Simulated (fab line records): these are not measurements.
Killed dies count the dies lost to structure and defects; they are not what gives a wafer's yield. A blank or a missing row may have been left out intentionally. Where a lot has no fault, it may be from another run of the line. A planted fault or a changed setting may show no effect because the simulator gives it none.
Which tool did it? | flow gf180mcu | 15 lots with 45 wafers sampled at 5 steps, on a route of 602 steps

== WHAT THE GAUGES READ, wafer by wafer ==
GF_STI_THK_MEAS_02. Usual: STI_OXIDATION_THK 9.99 nm, standard deviation 0.2.
lot  | measured    | on            | STI_OXIDATION_THK (nm)              | flag
L185 | day 1 13:39 | film-metro-02 | 10.40 10.15 10.31                   |
L186 | day 1 16:31 | film-metro-04 | 9.84 9.78 9.71                      |
L187 | day 1 21:31 | film-metro-02 | 10.19 10.00 10.28                   |
L188 | day 2 02:31 | film-metro-04 | 9.98 9.83 9.78                      |
L189 | day 2 08:18 | film-metro-04 | 10.21 10.13 10.19                   |
L194 | day 3 10:16 | film-metro-01 | 15.80 15.87 16.30 15.77 15.85 16.25 | OFF
L198 | day 4 06:05 | film-metro-02 | 16.47 16.44 16.38 16.50 16.36 16.38 | OFF
L199 | day 4 11:46 | film-metro-02 | 16.25 16.53 16.50 16.18 16.54 16.49 | OFF
L200 | day 4 14:56 | film-metro-02 | 10.02 9.97 9.94                     |
L201 | day 4 20:52 | film-metro-04 | 9.98 10.01 10.14                    |
L202 | day 5 00:31 | film-metro-01 | 9.79 9.86 9.83                      |
L203 | day 5 05:31 | film-metro-01 | 10.24 10.06 10.08                   |
L204 | day 5 10:31 | film-metro-02 | 10.23 9.94 10.15                    |
L206 | day 5 20:31 | film-metro-04 | 10.01 9.85 9.84                     |
L207 | day 6 01:34 | film-metro-01 | 9.72 9.66 9.60                      |

GF_HV_LDD_TW_MEAS_11. Usual: HV_LDD_TW 2394, standard deviation 16.
lot  | measured     | on            | HV_LDD_TW      | flag
L185 | day 10 00:59 | film-metro-03 | 2381 2379 2402 |
L186 | day 10 09:01 | film-metro-04 | 2408 2400 2386 |
L187 | day 10 11:16 | film-metro-03 | 2387 2388 2369 |
L188 | day 10 16:10 | film-metro-03 | 2385 2385 2392 |
L189 | day 11 04:25 | film-metro-04 | 2399 2407 2389 |
L194 | day 12 19:01 | film-metro-04 | 2394 2375 2384 |
L198 | day 14 00:26 | film-metro-04 | 2374 2368 2377 |
L199 | day 14 09:02 | film-metro-03 | 2404 2396 2396 |
L200 | day 14 17:32 | film-metro-02 | 2425 2407 2426 |
L201 | day 15 03:04 | film-metro-04 | 2378 2402 2378 |
L202 | day 15 06:28 | film-metro-04 | 2375 2394 2395 |
L203 | day 15 15:02 | film-metro-04 | 2389 2388 2389 |
L204 | day 15 20:35 | film-metro-03 | 2399 2395 2395 |
L206 | day 16 09:00 | film-metro-03 | 2370 2371 2384 |
L207 | day 16 16:36 | film-metro-02 | 2416 2428 2426 |

GF_SALICIDE_RS_MEAS_04: measures by four-point-probe. Usual: SALICIDE_TIN_RS 16.14 ohm/sq, standard deviation 0.21.
lot  | measured     | on            | SALICIDE_TIN_RS (ohm/sq) | flag
L185 | day 15 01:13 | film-metro-03 | 16.03 16.37 16.36        |
L186 | day 15 11:17 | film-metro-04 | 16.11 16.07 16.00        |
L187 | day 15 15:11 | film-metro-03 | 16.24 16.21 16.42        |
L188 | day 15 19:28 | film-metro-04 | 16.14 15.98 15.99        |
L189 | day 16 10:26 | film-metro-03 | 16.02 15.98 15.87        |
L194 | day 18 08:38 | film-metro-01 | 16.19 16.05 16.13        |
L198 | day 19 19:14 | film-metro-04 | 16.12 16.13 16.17        |
L199 | day 20 06:23 | film-metro-04 | 16.17 16.11 16.05        |
L200 | day 20 17:41 | film-metro-03 | 16.01 16.01 16.45        |
L201 | day 21 03:38 | film-metro-03 | 16.32 16.20 16.59        |
L202 | day 21 07:26 | film-metro-01 | 16.40 16.09 16.37        |
L203 | day 21 16:41 | film-metro-01 | 16.45 16.08 16.05        |
L204 | day 21 21:10 | film-metro-01 | 16.46 16.06 16.56        |
L206 | day 22 11:17 | film-metro-01 | 16.24 16.15 16.08        |
L207 | day 22 19:20 | film-metro-04 | 15.94 16.09 15.90        |

GF_SALICIDE_THK_MEAS_05: measures by xrf. Usual: SALICIDE_TIN_THK 20.01 nm, standard deviation 0.22.
lot  | measured     | on            | SALICIDE_TIN_THK (nm) | flag
L185 | day 15 01:19 | film-metro-03 | 20.07 20.14 19.87     |
L186 | day 15 11:23 | film-metro-04 | 20.25 20.18 20.12     |
L187 | day 15 15:19 | film-metro-03 | 19.73 19.79 19.80     |
L188 | day 15 19:34 | film-metro-04 | 19.73 20.17 19.88     |
L189 | day 16 10:32 | film-metro-03 | 20.01 19.82 19.96     |
L194 | day 18 08:44 | film-metro-01 | 19.60 19.42 19.68     |
L198 | day 19 19:20 | film-metro-04 | 19.98 20.00 20.07     |
L199 | day 20 06:31 | film-metro-04 | 20.09 20.19 20.20     |
L200 | day 20 17:47 | film-metro-03 | 19.97 19.98 19.94     |
L201 | day 21 03:45 | film-metro-03 | 20.37 20.19 20.22     |
L202 | day 21 07:34 | film-metro-01 | 19.97 20.01 20.18     |
L203 | day 21 16:48 | film-metro-01 | 19.87 19.83 19.76     |
L204 | day 21 21:16 | film-metro-01 | 19.75 20.00 19.77     |
L206 | day 22 11:24 | film-metro-01 | 19.80 19.60 19.63     |
L207 | day 22 19:28 | film-metro-04 | 20.29 20.15 20.22     |

== TOOL THAT RAN EACH LOT (tool first, then ch and the chambers of the sampled wafers, then the start) ==
lot  | GF_STI_OXIDATION_01
L185 | furnace-01 ch 0, day 1 12:13
L186 | furnace-02 ch 0, day 1 15:07
L187 | furnace-01 ch 0, day 1 20:07
L188 | furnace-01 ch 0, day 2 01:07
L189 | furnace-02 ch 0, day 2 06:53
L194 | furnace-02 ch 0, day 3 07:16
L198 | furnace-01 ch 0, day 4 03:07
L199 | furnace-01 ch 0, day 4 08:49 and furnace-02 ch 0, day 4 10:22
L200 | furnace-02 ch 0, day 4 13:32
L201 | furnace-01 ch 0, day 4 19:28
L202 | furnace-01 ch 0, day 4 23:07
L203 | furnace-02 ch 0, day 5 04:07
L204 | furnace-01 ch 0, day 5 09:07
L206 | furnace-02 ch 0, day 5 19:07
L207 | furnace-01 ch 0, day 6 00:10
- GF_STI_OXIDATION_01: stabilise 600 s, purge 300 s, target thk 10 nm.

== WHAT THE TOOLS THEMSELVES READ (means of the sampled wafers that have a number; where no wafer has one, the mark that the record gives instead) ==
The record holds no such reading with a usual standard deviation.

== THE ANSWER, worked out from the rows above alone ==
Rule: lot off if the mean of its wafers having a number is beyond 3 standard deviations from the usual mean. A lot without any number at a reading at which 4 lots or more have one is off too. Any other lot the step has rows for is counted as sound. After the gauges, taken in route order, come the tools' own readings; for these a lot's mean is taken, as printed above. The first step at which some lot is off is used, and at that step the reading that is off furthest; a lot without a number counts as furthest.
Off: L194, L198, L199, seen at GF_STI_THK_MEAS_02 (STI_OXIDATION_THK).
If a tool, at a process step before that reading, ran all the lots that are off and no sound lot after the first of them, it fits. Gauges at GF_STI_THK_MEAS_02: tried the same way as those tools. Of those tried, none fits.

== WHAT HAD BEEN PUT IN BY THE SIMULATOR ==
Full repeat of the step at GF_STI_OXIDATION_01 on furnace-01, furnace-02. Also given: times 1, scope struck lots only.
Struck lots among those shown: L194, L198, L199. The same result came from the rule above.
